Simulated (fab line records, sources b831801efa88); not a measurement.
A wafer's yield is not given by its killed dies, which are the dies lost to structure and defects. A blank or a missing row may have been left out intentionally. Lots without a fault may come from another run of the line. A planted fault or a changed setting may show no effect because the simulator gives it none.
The tool behind it: which one?    flow sky130    21 wafers sampled from 7 lots at 1 step of a route of 708

## WHAT THE GAUGES READ, wafer by wafer
SKY_VT_ADJUST_PCH_OVL_MEAS_07.
lot   measured      on          VT_ADJUST_PCH_OVL (nm)
L382  day 10 11:13  overlay-01  0.7 -2.5 0.5
L384  day 11 04:26  overlay-01  -0.9 0.5 1.4
L388  day 12 16:46  overlay-01  1.8 -0.3 1.8
L391  day 13 23:28  overlay-02  2.3 0.9 2.9
L393  day 14 08:41  overlay-01  2.6 -0.6 1.7
L395  day 14 22:34  overlay-02  1.1 1.3 0.8
L397  day 15 12:53  overlay-02  0.8 1.0 0.8

## WHICH TOOL RAN EACH LOT (tool, then ch and the chambers of the sampled wafers, then the start)
Before these readings, the record contains no process step.

## THE ANSWER, worked out from the rows above alone
Rule: the usual values come from the lots themselves. The widest of any qualifying gaps counts: lots, ordered by their means at a reading, are off when they make up no more than a third of the lots, leave a main group of 4 or more, and stand apart from it by 3 or more times the standard deviation of that group's means. A main group is skipped when, at the precision printed for the reading in the tables above, its means are all equal. A lot without any number at a reading at which 4 lots or more have one is off too. Where the step has rows for the other lots, those lots are counted as sound.
Across all readings shown, no lot is off: no conclusion can be drawn from this.

## WHAT THE SIMULATOR PUT IN
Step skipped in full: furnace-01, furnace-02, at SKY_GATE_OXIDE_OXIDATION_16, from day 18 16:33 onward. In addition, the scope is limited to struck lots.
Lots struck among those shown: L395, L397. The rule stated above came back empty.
